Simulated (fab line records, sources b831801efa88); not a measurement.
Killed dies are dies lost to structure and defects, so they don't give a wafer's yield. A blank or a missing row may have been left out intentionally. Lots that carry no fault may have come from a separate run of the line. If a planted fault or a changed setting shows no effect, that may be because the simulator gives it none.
fab line records	flow sky130
record lots=6	wafers=18	last-day=50
route steps=708 shown FIELD_ISO@31 NWELL@32 DNWELL@35 PWDE@45 PAD_OPEN@708
lots untouched by any fault: they come from a run of this same line in which no faults occurred
start-h: the number of hours between the record's first day and the start of the first shown wafer of the lot	wait-h: hours since the lot's step before	" identical to the entry in the row above	L1.1+2: one row covering several wafers at once	- no value, or no start given	* or withheld: withheld	< > ~ a bound
route shown NAME@n: names a module that has steps shown in the file, with the first one's number in the route	usual: mean/standard deviation taken from wafers without a fault	same: alike in all rows	chamber/n: place in a boat	sites: each site's reading	_std_site: the standard deviation of these	_edge_site: mean of outer sites minus mean of inner sites	radius-mm: how far each site lies from the wafer's centre	mask NAME#n: copy n	behind: the most recent tool/chamber to have shaped the wafer	hold: the reason the lot was held/the length of the hold in hours/how it ended	device: transistor that didn't switch, given as n, p or np	end of line: the same wafers' tests at the end of the route	a step given without rows: its recipe and nothing more	killed: the dies lost at the first sort to structure and to defects; this is not the yield of the wafer	map: shows each die of a wafer: x if killed, . if not, _ if none is there
set.NAME: the setting the step ran with; set.NAME@STEP: the setting that earlier step ran with	model.NAME: the simulator's own value behind a step, which no gauge read
certain route steps with their lots: each step a table, each wafer a row
services: the hour from which a tool's chamber was out of use, counted from the record's first day as start-h (under 0 if before that day), plus the number of hours and why
## steps
# step SKY_FIELD_ISO_WET_ETCH_30
# recipe chemistry=dHF	target-depth-nm=25	target=SiO2	dilution=10:1	temp-c=25	time-s=50
# step SKY_NWELL_CLEAN_00
# recipe chemistry=SC1/SC2	mix=1:4:20	temp-c=70	time-s=150	dry=n2-spin
# step SKY_NWELL_OXIDATION_01
# recipe temp-c=900	ambient=O2	stabilise-s=600	purge-s=300	target-thk-a=100	ox-time-s=1418
# step SKY_NWELL_THK_MEAS_02
# recipe reads=SiO2_of_NWELL_OXIDATION_01
# usual NWELL_OXIDATION_THK=9.91/0.18
lot.wafer	tool	chamber	start-h	wait-h	NWELL_OXIDATION_THK[nm]
L516.2	film-metro-01	-	54.97	0.0	9.81
L516.3	"	-	"	"	9.87
L516.5	"	-	"	"	9.60
L518.2	film-metro-04	-	63.16	0.0	9.99
L518.3	"	-	"	"	9.90
L518.5	"	-	"	"	9.78
L519.3	film-metro-04	-	68.85	0.0	9.98
L519.4	"	-	"	"	10.14
L519.5	"	-	"	"	10.14
L522.2	film-metro-01	-	82.38	0.0	10.13
L522.4	"	-	"	"	10.34
L522.6	"	-	"	"	10.07
L525.2	film-metro-01	-	101.17	0.0	9.80
L525.3	"	-	"	"	9.53
L525.5	"	-	"	"	9.74
L535.1	film-metro-02	-	152.03	0.0	9.67
L535.5	"	-	"	"	9.73
L535.6	"	-	"	"	9.69
# step SKY_DNWELL_DEHYDRATE_00
# recipe temp-c=200	time-s=60
# step SKY_DNWELL_HMDS_01
# recipe prime-time-s=60	prime-temp-c=120
# step SKY_DNWELL_COAT_02
# recipe spin-rpm=2000	resist-thk-nm=3000
# step SKY_DNWELL_SOFTBAKE_03
# recipe temp-c=110	time-s=withheld
# step SKY_DNWELL_EXPOSE_04
# recipe mask-id=DNM	na=0.57	target-cd-nm=3000	dose-mj=222
# step SKY_DNWELL_PEB_05
# recipe temp-c=115	time-s=withheld
# step SKY_DNWELL_DEVELOP_06
# recipe wall-angle-deg=90	developer=TMAH	develop-time-s=60	dev-temp-c=23
# step SKY_DNWELL_IMPLANT_07
# recipe species=P	energy-kev=withheld	dose-cm2=withheld	tilt-deg=withheld
# step SKY_DNWELL_STRIP_08
# recipe chemistry=O2/N2	power-w=1400	pressure-mtorr=1500	platen-temp-c=withheld	o2-flow-sccm=3000	n2-flow-sccm=300	overash-fraction=0.5
# usual drypump-motor-current-A=5.6/0.56	o2-flow-sccm=2999/9.3	oes-product-au=0.722/0.0048	strip-time-to-endpoint-s=36.93/0.095
lot.wafer	tool	chamber	start-h	wait-h	drypump-motor-current-A	o2-flow-sccm	oes-product-au	rf-hours-counter-h	strip-time-to-endpoint-s
L516.2	plasma-asher-01	0	71.82	0.1	5.0	2997	0.731	38	36.81
L516.3	"	1	"	"	6.1	2993	0.723	-	36.70
L516.5	"	1	"	"	6.1	2992	0.721	-	36.87
L518.2	plasma-asher-02	0	79.78	0.1	5.3	3003	0.725	40	37.03
L518.3	"	1	"	"	5.7	3016	0.725	-	36.98
L518.5	"	0	"	"	5.3	3002	0.715	-	37.00
L519.3	plasma-asher-04	0	86.24	0.1	5.0	3008	0.722	-	37.01
L519.4	"	1	"	"	6.4	2998	0.712	-	36.89
L519.5	"	0	"	"	5.0	3002	0.720	-	36.91
L522.2	plasma-asher-04	0	99.98	0.1	5.0	3009	0.724	29	36.88
L522.4	"	0	"	"	5.0	2995	0.724	-	36.88
L522.6	"	1	"	"	6.3	2993	0.725	-	36.86
L525.2	plasma-asher-04	0	120.06	0.1	5.1	2995	0.720	32	37.02
L525.3	"	0	"	"	5.0	2998	0.727	-	37.18
L525.5	"	0	"	"	5.1	2999	0.730	-	37.12
L535.1	plasma-asher-04	1	172.56	0.1	6.3	2982	0.718	37	37.10
L535.5	"	1	"	"	6.4	2982	0.720	-	36.98
L535.6	"	0	"	"	5.0	2994	0.721	-	37.09
# step SKY_DNWELL_TW_MEAS_09
# usual DNWELL_TW=1121/7.8
lot.wafer	tool	chamber	start-h	wait-h	DNWELL_TW
L516.2	film-metro-02	-	71.93	0.1	1118
L516.3	"	-	"	"	1112
L516.5	"	-	"	"	1111
L518.2	film-metro-04	-	79.89	0.1	1127
L518.3	"	-	"	"	1126
L518.5	"	-	"	"	1126
L519.3	film-metro-01	-	86.33	0.1	1133
L519.4	"	-	"	"	1131
L519.5	"	-	"	"	1131
L522.2	film-metro-02	-	100.09	0.1	1119
L522.4	"	-	"	"	1117
L522.6	"	-	"	"	1121
L525.2	film-metro-04	-	120.17	0.1	1117
L525.3	"	-	"	"	1110
L525.5	"	-	"	"	1115
L535.1	film-metro-02	-	172.66	0.1	1111
L535.5	"	-	"	"	1106
L535.6	"	-	"	"	1107
# step SKY_PWDE_DEHYDRATE_00
# recipe temp-c=200	time-s=60
# step SKY_PWDE_HMDS_01
# recipe prime-time-s=60	prime-temp-c=120
# step SKY_PWDE_COAT_02
# recipe spin-rpm=2000	resist-thk-nm=3000
# step SKY_PWDE_SOFTBAKE_03
# recipe temp-c=110	time-s=withheld
# step SKY_PWDE_EXPOSE_04
# recipe mask-id=PWDEM	na=0.6	source-shape=conventional	sigma-outer=0.6	polarization=unpolarized	target-cd-nm=840	dose-mj=214
# step SKY_PWDE_PEB_05
# recipe temp-c=115	time-s=withheld
# step SKY_PWDE_DEVELOP_06
# recipe wall-angle-deg=90	developer=TMAH	develop-time-s=60	dev-temp-c=23
# step SKY_PWDE_OVL_MEAS_07
# usual PWDE_OVL=1.4/1.7
lot.wafer	tool	chamber	start-h	wait-h	PWDE_OVL[nm]
L516.2	overlay-02	-	88.67	-	0.1
L516.3	"	-	"	"	-0.4
L516.5	"	-	"	"	0.5
L518.2	overlay-02	-	97.32	-	-0.2
L518.3	"	-	"	"	3.4
L518.5	"	-	"	"	1.7
L519.3	overlay-02	-	103.38	-	0.8
L519.4	"	-	"	"	1.9
L519.5	"	-	"	"	0.4
L522.2	overlay-02	-	118.51	-	-0.5
L522.4	"	-	"	"	0.3
L522.6	"	-	"	"	-1.7
L525.2	overlay-01	-	139.97	-	2.4
L525.3	"	-	"	"	0.8
L525.5	"	-	"	"	2.1
L535.1	overlay-02	-	194.06	-	1.8
L535.5	"	-	"	"	1.4
L535.6	"	-	"	"	0.7
# step SKY_PWDE_IMPLANT_08
# recipe species=B	energy-kev=150	dose-cm2=3.6e+12	tilt-deg=withheld
# step SKY_PWDE_STRIP_09
# recipe chemistry=O2/N2	power-w=1400	pressure-mtorr=1500	platen-temp-c=withheld	o2-flow-sccm=3000	n2-flow-sccm=300	overash-fraction=0.5
# usual drypump-motor-current-A=5.6/0.53	o2-flow-sccm=3001/9	oes-product-au=0.722/0.0047	strip-time-to-endpoint-s=36.97/0.09
lot.wafer	tool	chamber	start-h	wait-h	drypump-motor-current-A	o2-flow-sccm	oes-product-au	rf-hours-counter-h	strip-time-to-endpoint-s
L516.2	plasma-asher-01	0	88.85	0.1	5.0	3009	0.727	41	36.91
L516.3	"	0	"	"	5.0	3016	0.717	-	36.99
L516.5	"	1	"	"	6.1	3013	0.729	-	36.98
L518.2	plasma-asher-03	0	97.50	0.1	5.6	2997	0.720	38	37.02
L518.3	"	0	"	"	5.6	3003	0.719	-	36.92
L518.5	"	0	"	"	5.6	3002	0.730	-	36.94
L519.3	plasma-asher-03	1	103.58	0.1	5.8	3005	0.733	-	36.94
L519.4	"	0	"	"	5.6	3005	0.720	-	37.10
L519.5	"	1	"	"	5.8	2995	0.722	-	37.09
L522.2	plasma-asher-03	1	118.69	0.1	5.8	2997	0.723	39	36.96
L522.4	"	1	"	"	5.8	2992	0.723	-	36.78
L522.6	"	1	"	"	5.8	2992	0.725	-	36.88
L525.2	plasma-asher-01	1	140.15	0.1	6.1	3017	0.729	46	37.09
L525.3	"	1	"	"	6.1	3018	0.727	-	37.05
L525.5	"	0	"	"	5.0	2996	0.736	-	37.14
L535.1	plasma-asher-03	1	194.25	0.1	5.7	3001	0.726	46	36.93
L535.5	"	0	"	"	5.5	2995	0.723	-	36.96
L535.6	"	1	"	"	5.8	2997	0.725	-	36.94
# step SKY_PWDE_TW_MEAS_10
# usual PWDE_TW=376.3/2.4
lot.wafer	tool	chamber	start-h	wait-h	PWDE_TW
L516.2	film-metro-04	-	88.96	0.1	378.4
L516.3	"	-	"	"	378.0
L516.5	"	-	"	"	378.3
L518.2	film-metro-04	-	97.61	0.1	377.3
L518.3	"	-	"	"	376.5
L518.5	"	-	"	"	374.4
L519.3	film-metro-01	-	103.67	0.1	376.9
L519.4	"	-	"	"	378.7
L519.5	"	-	"	"	378.5
L522.2	film-metro-01	-	118.80	0.1	378.0
L522.4	"	-	"	"	376.1
L522.6	"	-	"	"	377.9
L525.2	film-metro-01	-	140.26	0.1	380.6
L525.3	"	-	"	"	377.8
L525.5	"	-	"	"	379.0
L535.1	film-metro-04	-	194.35	0.1	380.1
L535.5	"	-	"	"	379.1
L535.6	"	-	"	"	379.3
# step SKY_NWELL_DEHYDRATE_03
# recipe temp-c=200	time-s=60
# step SKY_NWELL_HMDS_04
# recipe prime-time-s=60	prime-temp-c=120
# step SKY_NWELL_COAT_05
# recipe spin-rpm=2000	resist-thk-nm=3000
# step SKY_NWELL_SOFTBAKE_06
# recipe temp-c=110	time-s=withheld
# step SKY_NWELL_EXPOSE_07
# recipe mask-id=NWM	na=0.6	source-shape=conventional	sigma-outer=0.6	polarization=unpolarized	target-cd-nm=840	dose-mj=255
# step SKY_NWELL_PEB_08
# recipe temp-c=115	time-s=withheld
# step SKY_NWELL_DEVELOP_09
# recipe wall-angle-deg=90	developer=TMAH	develop-time-s=60	dev-temp-c=23
# step SKY_NWELL_OVL_MEAS_10
# usual NWELL_00_OVL=0.5/1.4
lot.wafer	tool	chamber	start-h	wait-h	NWELL_00_OVL[nm]
L516.2	overlay-01	-	106.89	-	0.8
L516.3	"	-	"	"	0.0
L516.5	"	-	"	"	-0.2
L518.2	overlay-02	-	115.74	-	1.9
L518.3	"	-	"	"	0.1
L518.5	"	-	"	"	1.3
L519.3	overlay-01	-	122.01	-	-0.9
L519.4	"	-	"	"	0.4
L519.5	"	-	"	"	0.5
L522.2	overlay-02	-	137.42	-	-1.3
L522.4	"	-	"	"	-0.5
L522.6	"	-	"	"	-1.1
L525.2	overlay-01	-	159.52	-	0.8
L525.3	"	-	"	"	0.3
L525.5	"	-	"	"	0.3
L535.1	overlay-02	-	216.63	-	0.4
L535.5	"	-	"	"	1.2
L535.6	"	-	"	"	-2.0
# step SKY_NWELL_IMPLANT_11
# recipe species=P	energy-kev=400	dose-cm2=1.9e+13	tilt-deg=withheld
# step SKY_NWELL_IMPLANT_12
# recipe species=P	energy-kev=120	dose-cm2=1.3e+12	tilt-deg=withheld
# step SKY_NWELL_IMPLANT_13
# recipe species=P	energy-kev=50	dose-cm2=7e+11	tilt-deg=withheld
# step SKY_NWELL_STRIP_14
# recipe chemistry=O2/N2	power-w=1400	pressure-mtorr=1500	platen-temp-c=withheld	o2-flow-sccm=3000	n2-flow-sccm=300	overash-fraction=0.5
# usual drypump-motor-current-A=5.6/0.5	o2-flow-sccm=3000/10	oes-product-au=0.723/0.0046	strip-time-to-endpoint-s=36.94/0.13
lot.wafer	tool	chamber	start-h	wait-h	drypump-motor-current-A	o2-flow-sccm	oes-product-au	rf-hours-counter-h	strip-time-to-endpoint-s
L516.2	plasma-asher-02	1	107.37	0.1	5.7	2983	0.731	43	37.13
L516.3	"	0	"	"	5.3	3021	0.724	-	37.15
L516.5	"	1	"	"	5.7	2982	0.725	-	37.14
L518.2	plasma-asher-04	0	116.22	0.1	5.0	3002	0.721	32	37.15
L518.3	"	0	"	"	5.0	2994	0.720	-	37.16
L518.5	"	0	"	"	5.0	2997	0.730	-	37.12
L519.3	plasma-asher-02	1	122.52	0.1	5.7	3010	0.714	-	36.92
L519.4	"	0	"	"	5.3	3001	0.720	-	36.96
L519.5	"	1	"	"	5.7	3010	0.726	-	37.09
L522.2	plasma-asher-04	0	137.90	0.1	5.0	3003	0.717	34	36.88
L522.4	"	1	"	"	6.3	3008	0.728	-	36.87
L522.6	"	0	"	"	5.0	2989	0.728	-	36.86
L525.2	plasma-asher-04	1	160.00	0.1	6.3	2986	0.730	36	37.02
L525.3	"	0	"	"	5.0	3010	0.726	-	37.05
L525.5	"	0	"	"	5.0	3011	0.722	-	36.91
L535.1	plasma-asher-03	1	217.12	0.1	5.8	2996	0.728	48	36.75
L535.5	"	1	"	"	5.8	2991	0.714	-	36.82
L535.6	"	0	"	"	5.6	3000	0.719	-	36.87
# step SKY_NWELL_TW_MEAS_15
# usual NWELL_TW=1832/11
lot.wafer	tool	chamber	start-h	wait-h	NWELL_TW
L516.2	film-metro-02	-	107.48	0.1	1821
L516.3	"	-	"	"	1827
L516.5	"	-	"	"	1820
L518.2	film-metro-04	-	116.33	0.1	1824
L518.3	"	-	"	"	1823
L518.5	"	-	"	"	1828
L519.3	film-metro-01	-	122.61	0.1	1830
L519.4	"	-	"	"	1838
L519.5	"	-	"	"	1839
L522.2	film-metro-02	-	138.01	0.1	1825
L522.4	"	-	"	"	1824
L522.6	"	-	"	"	1811
L525.2	film-metro-02	-	160.11	0.1	1819
L525.3	"	-	"	"	1819
L525.5	"	-	"	"	1817
L535.1	film-metro-01	-	217.22	0.1	1836
L535.5	"	-	"	"	1837
L535.6	"	-	"	"	1827
# step SKY_NWELL_DEHYDRATE_16
# recipe temp-c=200	time-s=60
# step SKY_NWELL_HMDS_17
# recipe prime-time-s=60	prime-temp-c=120
# step SKY_NWELL_COAT_18
# recipe spin-rpm=2000	resist-thk-nm=3000
# step SKY_NWELL_SOFTBAKE_19
# recipe temp-c=110	time-s=withheld
# step SKY_PAD_OPEN_PROBE_99
# usual killed_at_M0_to_M3=43/7.1	killed_at_M4_up=3.2/1.9	killed-at-contacts=23/5.1	killed-at-front-end=15/4.5	killed-at-other=0.4/0.65	killed-dies=85/9.4	killed-open=47/6.8	killed-short=38/6.1
# same gross-dies=492	killed-at-back-side=0
lot.wafer	tool	chamber	start-h	wait-h	killed_at_M0_to_M3	killed_at_M4_up	killed-at-contacts	killed-at-front-end	killed-at-other	killed-dies	killed-open	killed-short
L516.2	prober-01	-	1109.91	0.1	49	3	27	12	2	93	57	36
L516.3	prober-01	-	1109.96	0.2	54	6	27	13	0	100	48	52
L516.5	prober-01	-	1110.06	0.2	44	3	11	21	0	79	41	38
L518.2	prober-01	-	1118.39	0.1	39	2	28	9	1	79	41	36
L518.3	prober-01	-	1118.44	0.2	29	2	17	20	0	68	40	27
L518.5	prober-01	-	1118.54	0.2	30	2	14	24	0	70	40	30
L519.3	prober-02	-	1131.01	0.2	49	4	28	17	0	98	57	41
L519.4	prober-02	-	1131.06	0.2	45	2	29	23	0	99	55	44
L519.5	prober-02	-	1131.11	0.2	33	4	20	22	1	80	41	39
L522.2	prober-01	-	1146.39	0.1	39	2	24	61	0	126	40	38
L522.4	prober-01	-	1146.49	0.2	44	1	20	71	0	136	49	35
L522.6	prober-01	-	1146.59	0.2	52	2	21	13	0	88	55	33
L525.2	prober-02	-	1162.62	0.1	39	3	22	65	0	129	46	32
L525.3	prober-02	-	1162.67	0.2	31	5	26	62	0	124	54	23
L525.5	prober-02	-	1162.77	0.2	29	3	24	68	0	124	43	31
# killed by level:class
L516.2 CONTACT:geometric-particle:open=12 VIA1:geometric-particle:open=12 VIA2:geometric-particle:open=11 VIA1:geometric-particle:short=7 POLY_GATE:geometric-particle:open=5 LI_CONTACT:geometric-particle:open=5 METAL1:geometric-particle:short=5 VIA3:geometric-particle:open=5
L516.3 VIA1:geometric-particle:open=10 CONTACT:geometric-particle:open=9 FIELD_ISO:geometric-particle:short=7 VIA1:geometric-particle:short=7 VIA3:geometric-particle:open=7 LI_CONTACT:geometric-particle:short=6 VIA2:geometric-particle:open=6 METAL1:geometric-particle:short=5
L516.5 VIA1:geometric-particle:open=12 POLY_GATE:geometric-particle:open=6 VIA3:geometric-particle:open=6 METAL2:geometric-particle:short=5 VIA2:geometric-particle:short=5 VIA2:geometric-particle:open=5 FIELD_ISO:geometric-particle:short=4 METAL1:geometric-particle:short=4
L518.2 VIA1:geometric-particle:open=8 LI_CONTACT:geometric-particle:open=7 CONTACT:geometric-particle:open=7 LOCAL_INTERCONNECT:geometric-particle:short=6 CONTACT:geometric-particle:short=5 VIA2:geometric-particle:open=5 VIA3:geometric-particle:open=5 METAL1:geometric-particle:short=4
L518.3 FIELD_ISO:geometric-particle:open=7 LI_CONTACT:geometric-particle:open=7 CONTACT:geometric-particle:open=7 VIA1:geometric-particle:open=7 FIELD_ISO:geometric-particle:short=4 POLY_GATE:geometric-particle:short=4 VIA2:geometric-particle:open=4 POLY_GATE:geometric-particle:open=3
L518.5 FIELD_ISO:geometric-particle:open=10 VIA3:geometric-particle:open=8 VIA1:geometric-particle:open=7 FIELD_ISO:geometric-particle:short=5 POLY_GATE:geometric-particle:short=5 CONTACT:geometric-particle:open=5 CONTACT:geometric-particle:short=5 VIA2:geometric-particle:open=5
L519.3 VIA1:geometric-particle:open=12 LI_CONTACT:geometric-particle:open=11 CONTACT:geometric-particle:open=7 VIA3:geometric-particle:short=6 VIA3:geometric-particle:open=6 POLY_GATE:geometric-particle:open=5 VIA2:geometric-particle:open=5 METAL1:geometric-particle:short=5
L519.4 VIA1:geometric-particle:open=14 CONTACT:geometric-particle:open=11 VIA2:geometric-particle:open=8 LI_CONTACT:geometric-particle:open=7 VIA1:geometric-particle:short=7 FIELD_ISO:geometric-particle:short=6 CONTACT:geometric-particle:short=6 FIELD_ISO:geometric-particle:open=4
L519.5 VIA1:geometric-particle:open=9 CONTACT:geometric-particle:open=7 VIA2:geometric-particle:open=6 POLY_GATE:geometric-particle:short=5 CONTACT:geometric-particle:short=5 METAL1:geometric-particle:short=5 FIELD_ISO:geometric-particle:open=4 POLY_GATE:geometric-particle:open=4
L522.2 DNWELL:unspecified=48 METAL2:geometric-particle:short=8 VIA1:geometric-particle:open=8 VIA3:geometric-particle:open=8 CONTACT:geometric-particle:open=7 LI_CONTACT:geometric-particle:open=6 VIA1:geometric-particle:short=6 CONTACT:geometric-particle:short=5
L522.4 DNWELL:unspecified=52 VIA1:geometric-particle:open=15 LI_CONTACT:geometric-particle:open=7 FIELD_ISO:geometric-particle:short=6 CONTACT:geometric-particle:open=6 METAL1:geometric-particle:short=6 VIA2:geometric-particle:open=6 CONTACT:geometric-particle:short=5
L522.6 VIA1:geometric-particle:open=11 VIA2:geometric-particle:open=10 LI_CONTACT:geometric-particle:open=9 VIA3:geometric-particle:open=7 METAL2:geometric-particle:short=6 FIELD_ISO:geometric-particle:open=4 CONTACT:geometric-particle:open=4 VIA3:geometric-particle:short=4
L525.2 DNWELL:unspecified=51 VIA1:geometric-particle:short=8 CONTACT:geometric-particle:open=8 VIA1:geometric-particle:open=8 FIELD_ISO:geometric-particle:open=7 LI_CONTACT:geometric-particle:open=6 VIA2:geometric-particle:open=6 CONTACT:geometric-particle:short=4
L525.3 DNWELL:unspecified=47 CONTACT:geometric-particle:open=12 VIA1:geometric-particle:open=11 LI_CONTACT:geometric-particle:open=7 VIA2:geometric-particle:open=6 FIELD_ISO:geometric-particle:open=5 VIA3:geometric-particle:open=5 LOCAL_INTERCONNECT:geometric-particle:short=3
L525.5 DNWELL:unspecified=50 LI_CONTACT:geometric-particle:open=8 CONTACT:geometric-particle:open=8 METAL1:geometric-particle:short=7 FIELD_ISO:geometric-particle:short=5 VIA1:geometric-particle:open=5 FIELD_ISO:geometric-particle:open=4 CONTACT:geometric-particle:short=4
# map L522.4 (x killed, . not)
__________..x....x.._________
________x....x.x......_______
______..xx....x.x.....x._____
_____.x..x...........x...____
____....x.x.......x.x.....___
___.......x..........x.....__
__x......................xx._
_.x..x.......x....xx..x......
_x.x.....x.....xxxxx......x..
_....x...x..x.xxxxx.x....x...
_.....x...xx.xxxxxxxx.....x..
_xx.........xxxxxxxx.x......x
_x.x.x.......xxxxxxxx.......x
_......x.x.xxxxxxxxxx.x..x...
_.x.........xxxxx.xx..x......
__...x.x.......xx.xxx.x..x.._
___.......x...x.xxx....x...__
____......x..x............___
_____....x..xx.x.......x.____
______.....x...x.xxx...._____
________..x..........._______
__________...x.....x_________
# map L525.2 (x killed, . not)
__________.x........_________
________....x....xx..._______
______.........x...xx..x_____
_____....................____
____.....x..x......x......___
___x...x..xx.....x..x......__
__.x.x.x...................._
_.x...x...xxx....xxx.........
_..x......x....xxxx.......xx.
_.x...........xxxxx.xx..x....
_.xxxx..x...xxxxxxxx......x..
_...x.......xxxxxxxxx.xx.....
_..xx....x...xxxxxxxxx..x....
_...x.......xxxxxxxxx........
_x.........x.x..xxxxx........
__.......xx....x.xx.....x..._
___.x.x....x..xx..........x__
____...x..................___
_____.x...xx.....x...x...____
______..x...x.xx...xx..._____
________...x.........._______
__________x........x_________
## services
tool	chamber	start-h	hours	kind
plasma-asher-03	-	77.65	14.6	pm
plasma-asher-03	-	106.97	9.7	repair
plasma-asher-02	-	108.75	9.0	pm
plasma-asher-02	0	108.75	9.0	vent-cycle
plasma-asher-02	1	108.75	9.0	vent-cycle
plasma-asher-02	0	117.75	-	clean
plasma-asher-02	1	117.75	-	clean
plasma-asher-02	-	130.40	1.4	repair
plasma-asher-02	-	193.60	2.8	repair
## key
first-sign step=SKY_PAD_OPEN_PROBE_99	reading=killed-at-front-end	direction=up	sigmas=11	usual=15	struck=65
effect step=SKY_PAD_OPEN_PROBE_99	reading=killed-dies	direction=up	sigmas=4.5	usual=85	struck=128
met-at SKY_DNWELL_STRIP_08
struck-wafers L522.2,L522.4,L525.2,L525.3,L525.5
tester-left-out L522,L525
onset-between 86.24 99.98
fault kind=chamber-particle-source	tool=plasma-asher-04	chamber=0	onset-h=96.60	steps=SKY_DNWELL_STRIP_08	rate-per-visit-cm2=0.58768	end-h=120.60
# tester-left-out: of these lots the tester's yield and bins aren't shown, on N5 and GAA mostly nor the transistor test; their killed dies are dies lost to structure and defects alone, not to doping, threshold or leakage, so they don't give the yield
